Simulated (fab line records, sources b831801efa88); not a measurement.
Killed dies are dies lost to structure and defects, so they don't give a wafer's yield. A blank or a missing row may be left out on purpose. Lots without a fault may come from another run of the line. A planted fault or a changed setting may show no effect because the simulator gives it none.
Which tool did it? | flow sky130 | 15 lots, 45 wafers sampled, at 6 steps of a route of 708

WHAT THE GAUGES READ, wafer by wafer
The record holds no reading of a measuring or inspecting step that can be judged against a usual standard deviation.

WHICH TOOL RAN EACH LOT (tool, then ch and the chambers of the sampled wafers, then the start)
lot  | SKY_VIA3_CMP_02               | SKY_VIA3_ETCH_14                   | SKY_VIA3_ETCH_15                   | SKY_VIA3_STRIP_16                    | SKY_METAL4_SPUTTER_00        | SKY_METAL4_SPUTTER_01
L309 | cmp-02 ch 0,1,2, day 38 21:25 | rie_diel-02 ch 0,1,3, day 39 23:10 | rie_diel-02 ch 0,1,3, day 39 23:12 | plasma_asher-03 ch 0,1, day 39 23:16 | pvd_sputter-04, day 40 00:33 | pvd_sputter-04, day 40 00:35
L310 | cmp-01 ch 0,1,2, day 39 05:36 | rie_diel-02 ch 0,1,2, day 40 06:41 | rie_diel-02 ch 0,1,2, day 40 06:44 | plasma_asher-02 ch 0,1, day 40 06:47 | pvd_sputter-04, day 40 08:01 | pvd_sputter-04, day 40 08:02
L311 | cmp-01 ch 0,3, day 39 15:07   | rie_diel-04 ch 2,3, day 40 16:07   | rie_diel-04 ch 2,3, day 40 16:09   | plasma_asher-02 ch 0,1, day 40 16:13 | pvd_sputter-04, day 40 17:28 | pvd_sputter-04, day 40 17:29
L312 | cmp-02 ch 0,1,2, day 40 06:02 | rie_diel-03 ch 0,3, day 41 06:50   | rie_diel-03 ch 0,3, day 41 06:53   | plasma_asher-02 ch 0,1, day 41 06:56 | pvd_sputter-02, day 41 08:12 | pvd_sputter-02, day 41 08:13
L314 | cmp-01 ch 0,2, day 40 17:40   | rie_diel-04 ch 2,3, day 41 18:34   | rie_diel-04 ch 2,3, day 41 18:36   | plasma_asher-03 ch 0,1, day 41 18:40 | pvd_sputter-01, day 41 19:55 | pvd_sputter-01, day 41 19:56
L315 | cmp-02 ch 0,1,3, day 41 07:53 | rie_diel-03 ch 0,2,3, day 42 08:07 | rie_diel-03 ch 0,2,3, day 42 08:10 | plasma_asher-02 ch 0,1, day 42 08:13 | pvd_sputter-01, day 42 09:31 | pvd_sputter-01, day 42 09:32
L317 | cmp-02 ch 0,1, day 41 22:24   | rie_diel-03 ch 0,2,3, day 42 22:28 | rie_diel-03 ch 0,2,3, day 42 22:31 | plasma_asher-04 ch 0,1, day 42 22:34 | pvd_sputter-01, day 42 23:50 | pvd_sputter-01, day 42 23:52
L318 | cmp-02 ch 0,1,3, day 42 01:13 | rie_diel-03 ch 1,3, day 43 01:43   | rie_diel-03 ch 1,3, day 43 01:45   | plasma_asher-04 ch 1, day 43 01:49   | pvd_sputter-01, day 43 03:04 | pvd_sputter-01, day 43 03:06
L319 | cmp-01 ch 0,2,3, day 42 02:19 | rie_diel-02 ch 1,2, day 43 02:40   | rie_diel-02 ch 1,2, day 43 02:43   | plasma_asher-03 ch 0, day 43 02:46   | pvd_sputter-04, day 43 04:02 | pvd_sputter-04, day 43 04:04
L321 | cmp-02 ch 0,2, day 42 22:29   | rie_diel-02 ch 1,3, day 43 21:46   | rie_diel-02 ch 1,3, day 43 21:49   | plasma_asher-03 ch 0,1, day 43 21:52 | pvd_sputter-04, day 43 23:08 | pvd_sputter-04, day 43 23:09
L324 | cmp-02 ch 0,1,2, day 43 08:44 | rie_diel-03 ch 0,1,3, day 44 07:53 | rie_diel-03 ch 0,1,3, day 44 07:56 | plasma_asher-04 ch 0,1, day 44 07:59 | pvd_sputter-01, day 44 09:16 | pvd_sputter-01, day 44 09:17
L325 | cmp-01 ch 0,1,2, day 43 15:44 | rie_diel-02 ch 1,2,3, day 44 15:41 | rie_diel-02 ch 1,2,3, day 44 15:44 | plasma_asher-03 ch 0,1, day 44 15:47 | pvd_sputter-01, day 44 17:04 | pvd_sputter-01, day 44 17:05
L326 | cmp-02 ch 0,1,2, day 44 06:07 | rie_diel-02 ch 1,2,3, day 45 04:37 | rie_diel-02 ch 1,2,3, day 45 04:39 | plasma_asher-03 ch 0,1, day 45 04:43 | pvd_sputter-02, day 45 05:59 | pvd_sputter-02, day 45 06:00
L329 | cmp-02 ch 1,2,3, day 44 19:10 | rie_diel-03 ch 0,2,3, day 45 17:40 | rie_diel-03 ch 0,2,3, day 45 17:43 | plasma_asher-04 ch 0,1, day 45 17:49 | pvd_sputter-02, day 45 19:04 | pvd_sputter-02, day 45 19:05
L331 | cmp-01 ch 0,1,2, day 45 08:53 | rie_diel-03 ch 1,2,3, day 46 07:13 | rie_diel-03 ch 1,2,3, day 46 07:16 | plasma_asher-04 ch 0,1, day 46 07:19 | pvd_sputter-01, day 46 08:35 | pvd_sputter-01, day 46 08:36
- SKY_VIA3_CMP_02: polishes SiO2.
- SKY_VIA3_ETCH_14: etches BARC in N2/H2, stops on SiO2, time 45.9 s, target depth 60 nm.
- SKY_VIA3_ETCH_15: etches SiO2 in C4F8/O2/Ar, stops on TiN, target depth 507 nm, time 78 s.
- SKY_VIA3_STRIP_16: strips in O2/N2.
- SKY_METAL4_SPUTTER_00: material Ti, target thk 15 nm, time 10 s.
- SKY_METAL4_SPUTTER_01: material TiN, target thk 20 nm, time 16.7 s.

WHAT THE TOOLS THEMSELVES READ (means of the sampled wafers that have a number; where no wafer has one, the mark that the record gives instead)
SKY_VIA3_CMP_02.
lot  | tool   | motor_current_A (A) | slurry_filter_dp_kPa (kPa)
L309 | cmp-02 | 11.3                | 13.43
L310 | cmp-01 | 12.1                | 13.55
L311 | cmp-01 | 10.9                | 13.52
L312 | cmp-02 | 11.1                | 13.49
L314 | cmp-01 | 13.7                | 13.42
L315 | cmp-02 | 11.8                | 13.50
L317 | cmp-02 | 11.5                | 13.50
L318 | cmp-02 | 12.1                | 13.45
L319 | cmp-01 | 12.3                | 13.55
L321 | cmp-02 | 10.8                | 13.52
L324 | cmp-02 | 10.8                | 13.46
L325 | cmp-01 | 12.2                | 13.34
L326 | cmp-02 | 10.8                | 13.49
L329 | cmp-02 | 11.3                | 13.43
L331 | cmp-01 | 11.8                | 13.55

SKY_VIA3_ETCH_14.
lot  | tool        | drypump_motor_current_A (A) | n2_flow_sccm (sccm) | oes_product_au (a.u.) | throttle_valve_pct (%)
L309 | rie_diel-02 | 5.8                         | 100.04              | 0.854                 | 13.230
L310 | rie_diel-02 | 5.6                         | 100.14              | 0.850                 | 13.226
L311 | rie_diel-04 | 5.3                         | 99.67               | 0.849                 | 13.216
L312 | rie_diel-03 | 5.7                         | 100.24              | 0.848                 | 13.215
L314 | rie_diel-04 | 5.6                         | 100.17              | 0.856                 | 13.219
L315 | rie_diel-03 | 5.3                         | 99.94               | 0.854                 | 13.216
L317 | rie_diel-03 | 5.3                         | 100.36              | 0.856                 | 13.229
L318 | rie_diel-03 | 5.7                         | 99.70               | 0.854                 | 13.218
L319 | rie_diel-02 | 5.5                         | 99.99               | 0.858                 | 13.228
L321 | rie_diel-02 | 5.8                         | 100.15              | 0.821                 | 13.211
L324 | rie_diel-03 | 5.8                         | 100.08              | 0.855                 | 13.216
L325 | rie_diel-02 | 5.6                         | 99.65               | 0.821                 | 13.218
L326 | rie_diel-02 | 5.6                         | 100.32              | 0.827                 | 13.229
L329 | rie_diel-03 | 5.3                         | 100.06              | 0.851                 | 13.228
L331 | rie_diel-03 | 5.3                         | 99.91               | 0.853                 | 13.220

SKY_VIA3_ETCH_15.
lot  | tool        | oes_product_au (a.u.)
L309 | rie_diel-02 | 0.946
L310 | rie_diel-02 | 0.950
L311 | rie_diel-04 | 0.940
L312 | rie_diel-03 | 0.946
L314 | rie_diel-04 | 0.951
L315 | rie_diel-03 | 0.948
L317 | rie_diel-03 | 0.947
L318 | rie_diel-03 | 0.946
L319 | rie_diel-02 | 0.946
L321 | rie_diel-02 | 0.563
L324 | rie_diel-03 | 0.947
L325 | rie_diel-02 | 0.566
L326 | rie_diel-02 | 0.565
L329 | rie_diel-03 | 0.943
L331 | rie_diel-03 | 0.948

SKY_VIA3_STRIP_16.
lot  | tool            | drypump_motor_current_A (A) | n2_flow_sccm (sccm) | o2_flow_sccm (sccm) | oes_product_au (a.u.) | strip_time_to_endpoint_s (s)
L309 | plasma_asher-03 | 5.6                         | 299.9               | 3006                | 0.399                 | 4.126
L310 | plasma_asher-02 | 5.6                         | 299.6               | 3009                | 0.406                 | 4.141
L311 | plasma_asher-02 | 5.4                         | 301.0               | 2998                | 0.403                 | 4.156
L312 | plasma_asher-02 | 5.4                         | 299.8               | 3004                | 0.407                 | 4.142
L314 | plasma_asher-03 | 5.7                         | 299.0               | 2992                | 0.401                 | 4.153
L315 | plasma_asher-02 | 5.4                         | 300.6               | 3014                | 0.403                 | 4.135
L317 | plasma_asher-04 | 5.9                         | 300.0               | 2994                | 0.404                 | 4.175
L318 | plasma_asher-04 | 6.3                         | 299.6               | 3005                | 0.407                 | 4.157
L319 | plasma_asher-03 | 5.6                         | 300.3               | 2997                | 0.403                 | 4.117
L321 | plasma_asher-03 | 5.7                         | 301.2               | 2996                | 0.408                 | 4.230
L324 | plasma_asher-04 | 5.4                         | 298.0               | 3004                | 0.404                 | 4.143
L325 | plasma_asher-03 | 5.7                         | 300.0               | 2986                | 0.407                 | 4.222
L326 | plasma_asher-03 | 5.7                         | 299.6               | 3008                | 0.406                 | 4.255
L329 | plasma_asher-04 | 5.5                         | 300.2               | 2993                | 0.399                 | 4.152
L331 | plasma_asher-04 | 5.5                         | 299.7               | 2999                | 0.401                 | 4.176

SKY_METAL4_SPUTTER_00.
lot  | tool           | cathode_dc_power_W (W) | throttle_valve_pct (%)
L309 | pvd_sputter-04 | 3000.2                 | 30.1
L310 | pvd_sputter-04 | 2999.7                 | 29.8
L311 | pvd_sputter-04 | 2999.8                 | 30.2
L312 | pvd_sputter-02 | 3000.0                 | 32.4
L314 | pvd_sputter-01 | 3000.0                 | 30.6
L315 | pvd_sputter-01 | 3000.3                 | 30.8
L317 | pvd_sputter-01 | 2999.9                 | 30.6
L318 | pvd_sputter-01 | 2999.7                 | 30.7
L319 | pvd_sputter-04 | 3000.3                 | 29.4
L321 | pvd_sputter-04 | 2999.9                 | 30.6
L324 | pvd_sputter-01 | 3000.3                 | 30.5
L325 | pvd_sputter-01 | 3000.2                 | 30.6
L326 | pvd_sputter-02 | 3000.0                 | 33.4
L329 | pvd_sputter-02 | 2999.9                 | 30.0
L331 | pvd_sputter-01 | 3000.0                 | 30.6

SKY_METAL4_SPUTTER_01.
lot  | tool           | cathode_dc_power_W (W) | throttle_valve_pct (%)
L309 | pvd_sputter-04 | 6500.3                 | 30.1
L310 | pvd_sputter-04 | 6500.5                 | 29.6
L311 | pvd_sputter-04 | 6500.2                 | 30.1
L312 | pvd_sputter-02 | 6499.0                 | 32.2
L314 | pvd_sputter-01 | 6500.4                 | 30.7
L315 | pvd_sputter-01 | 6499.9                 | 30.7
L317 | pvd_sputter-01 | 6500.0                 | 30.7
L318 | pvd_sputter-01 | 6499.1                 | 30.8
L319 | pvd_sputter-04 | 6499.2                 | 29.6
L321 | pvd_sputter-04 | 6499.4                 | 30.3
L324 | pvd_sputter-01 | 6499.5                 | 30.6
L325 | pvd_sputter-01 | 6501.7                 | 30.8
L326 | pvd_sputter-02 | 6500.2                 | 33.5
L329 | pvd_sputter-02 | 6500.5                 | 29.9
L331 | pvd_sputter-01 | 6500.1                 | 30.6

THE ANSWER, worked out from the rows above alone
Rule: what is usual is taken from the lots themselves. Put in order of their means at a reading, lots are off if they are a third of the lots or fewer, leave a main group of 4 or more, and stand apart from it by a gap of 3 or more times the standard deviation of the main group's means; of several such gaps the widest counts. A main group whose means are all the same, to the digits that the tables above print for the reading, isn't used. A lot without any number at a reading at which 4 lots or more have one is off too. The other lots that the step has rows for count as sound. The gauges are gone through in route order, then the tools' own readings, and for those a lot's mean is taken as printed above. The first step at which some lot is off is used, and at that step the reading that is off furthest; a lot without a number counts as furthest.
Off: L321, L325, L326, at SKY_VIA3_ETCH_14 (oes_product_au). The main group: mean 0.853 a.u., standard deviation 0.0029.
A tool fits if, at that step or a process step before it, it ran every lot that is off, and no sound lot after the first of them. One fits: rie_diel-02 at SKY_VIA3_ETCH_14. Its last sound lot is L319 (day 43 02:40), its first lot that is off L321 (day 43 21:46): a fault that began between those two fits.
The tool's own readings at SKY_VIA3_ETCH_14 bear it out: on the lots that are off they differ by more than 5 times the standard deviation of the sound lots' means. oes_product_au reads 0.823 a.u. there against 0.853 a.u. on the sound lots.

WHAT THE SIMULATOR HAD PUT IN
Process parameter drift: rie_diel-02, from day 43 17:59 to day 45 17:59, at SKY_VIA3_ETCH_14. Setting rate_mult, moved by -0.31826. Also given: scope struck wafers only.
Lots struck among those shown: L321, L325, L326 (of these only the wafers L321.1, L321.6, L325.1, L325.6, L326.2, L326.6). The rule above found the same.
